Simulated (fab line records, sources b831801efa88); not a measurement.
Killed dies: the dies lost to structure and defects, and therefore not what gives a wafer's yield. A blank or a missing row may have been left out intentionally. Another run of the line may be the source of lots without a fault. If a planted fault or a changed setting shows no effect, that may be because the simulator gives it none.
Which tool was responsible? / flow gf180mcu / 7 lots with 21 wafers sampled at 2 steps, on a route of 602 steps

WHAT THE GAUGES SHOWED, per wafer
GF_HV_LDD_CD_MEAS_19: target cd 400 nm.
lot=L600; measured=day 12 08:00; on=cd-sem-01; cd-nm (nm)=399.7 399.6 400.9
lot=L602; measured=day 13 02:54; on=cd-sem-01; cd-nm (nm)=399.4 398.7 400.4
lot=L606; measured=day 14 06:55; on=cd-sem-01; cd-nm (nm)=364.6 364.7 366.0
lot=L613; measured=day 16 03:54; on=cd-sem-02; cd-nm (nm)=397.3 398.9 399.3
lot=L616; measured=day 17 06:33; on=cd-sem-02; cd-nm (nm)=400.4 400.5 402.6
lot=L618; measured=day 17 15:35; on=cd-sem-01; cd-nm (nm)=400.5 402.4 402.6
lot=L619; measured=day 18 10:07; on=cd-sem-02; cd-nm (nm)=403.5 399.7 403.3

TOOL THAT RAN EACH LOT (tool first, then ch and the chambers of the sampled wafers, then the start)
lot=L600; GF_HV_LDD_DEVELOP_18=litho-track-01 ch 0, day 12 07:51
lot=L602; GF_HV_LDD_DEVELOP_18=litho-track-01 ch 0, day 13 02:45
lot=L606; GF_HV_LDD_DEVELOP_18=litho-track-03 ch 0, day 14 06:46
lot=L613; GF_HV_LDD_DEVELOP_18=litho-track-02 ch 0, day 16 03:45
lot=L616; GF_HV_LDD_DEVELOP_18=litho-track-03 ch 0, day 17 06:25
lot=L618; GF_HV_LDD_DEVELOP_18=litho-track-02 ch 0, day 17 15:27
lot=L619; GF_HV_LDD_DEVELOP_18=litho-track-01 ch 0, day 18 09:58
- GF_HV_LDD_DEVELOP_18: develop time 60 s.

THE ANSWER, worked out from the rows above alone
Rule: what is usual is taken from the lots themselves. The widest of any qualifying gaps counts: lots, ordered by their means at a reading, are off when they make up no more than a third of the lots, leave a main group of 4 or more, and stand apart from it by 3 or more times the standard deviation of that group's means. The tables above print the reading to a certain number of digits; a main group whose means all agree to those digits is not used. A lot without any number at a reading at which 4 lots or more have one is off too. All remaining lots with rows at the step are treated as sound.
Off: L606 (GF_HV_LDD_CD_MEAS_19, cd-nm). The main group has a mean of 400.5 nm with a standard deviation of 1.3.
If a tool, at a process step before that reading, ran all the lots that are off and no sound lot after the first of them, it fits. The gauges at GF_HV_LDD_CD_MEAS_19 are tried like those tools. No candidate that was tried fits.

WHAT THE SIMULATOR HAD PUT IN
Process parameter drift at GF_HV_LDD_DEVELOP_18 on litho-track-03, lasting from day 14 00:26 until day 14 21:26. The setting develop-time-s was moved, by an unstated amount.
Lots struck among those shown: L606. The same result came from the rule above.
